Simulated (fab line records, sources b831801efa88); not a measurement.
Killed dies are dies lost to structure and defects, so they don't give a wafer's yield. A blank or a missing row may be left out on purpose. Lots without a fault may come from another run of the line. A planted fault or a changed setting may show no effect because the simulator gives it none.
Chamber matching | flow gf180mcu | GF_POLY_GATE_ETCH_12 on rie_diel-04: 4 sister chambers
The step etches BARC in N2/H2. 14 wafers are shown with their chamber, then 7 later ones without.

WAFERS WITH THEIR CHAMBER
wafer  | chamber | drypump_motor_current_A (A) | oes_product_au (a.u.) | throttle_valve_pct (%)
L301.2 | 0       | 6.1                         | 0.736                 | 13.207
L301.4 | 2       | 6.1                         | 0.731                 | 13.208
L301.6 | 0       | 6.1                         | 0.733                 | 13.217
L304.1 | 1       | 4.9                         | 0.738                 | 13.214
L304.2 | 3       | 5.4                         | 0.732                 | 13.211
L304.5 | 1       | 4.8                         | 0.740                 | 13.218
L307.3 | 2       | 6.1                         | 0.733                 | 13.221
L307.4 | 1       | 4.8                         | 0.733                 | 13.209
L307.6 | 3       | 5.4                         | 0.736                 | 13.217
L311.4 | 0       | 6.1                         | 0.730                 | 13.227
L311.5 | 2       | 6.1                         | 0.739                 | 13.221
L311.6 | 1       | 4.8                         | 0.741                 | 13.208
L318.2 | 1       | 4.9                         | 0.736                 | 13.223
L318.4 | 3       | 5.4                         | 0.732                 | 13.219

SIGNATURES (means of the wafers above)
reading                 | chamber 0 | chamber 1 | chamber 2 | chamber 3 | scatter within a chamber
drypump_motor_current_A | 6.100     | 4.840     | 6.100     | 5.400     | 0.0346
oes_product_au          | 0.73300   | 0.73760   | 0.73433   | 0.73333   | 0.00323
throttle_valve_pct      | 13.21700  | 13.21440  | 13.21667  | 13.21567  | 0.0071
Rule: a wafer's distance from a chamber is the root of the sum, over the readings, of the square of ((its reading less the chamber's mean) divided by the reading's scatter). The wafer belongs to the nearest chamber; if the next one is less than 2 further off, it can't be placed. The scatter: the root of (the sum of the squares of (reading less its chamber's mean) over the shown wafers, divided by (wafers less chambers)).

WAFERS WITHOUT THEIR CHAMBER
wafer  | drypump_motor_current_A (A) | oes_product_au (a.u.) | throttle_valve_pct (%)
L318.6 | 6.1                         | 0.729                 | 13.212
L322.2 | 6.1                         | 0.726                 | 13.212
L322.3 | 5.4                         | 0.729                 | 13.230
L322.6 | 6.1                         | 0.735                 | 13.211
L324.3 | 5.4                         | 0.731                 | 13.211
L324.5 | 5.4                         | 0.730                 | 13.213
L324.6 | 6.1                         | 0.733                 | 13.209

WHICH CHAMBER EACH WENT THROUGH
wafer  | from the rows above     | in truth
L318.6 | can't be placed: 0 or 2 | 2
L322.2 | can't be placed: 0 or 2 | 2
L322.3 | 3                       | 3
L322.6 | can't be placed: 2 or 0 | 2
L324.3 | 3                       | 3
L324.5 | 3                       | 3
L324.6 | can't be placed: 0 or 2 | 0
Placed correctly: 3 of 7. Can't be placed from these rows: 4 (the true chamber is among the candidates in 4). Placed wrongly: 0.
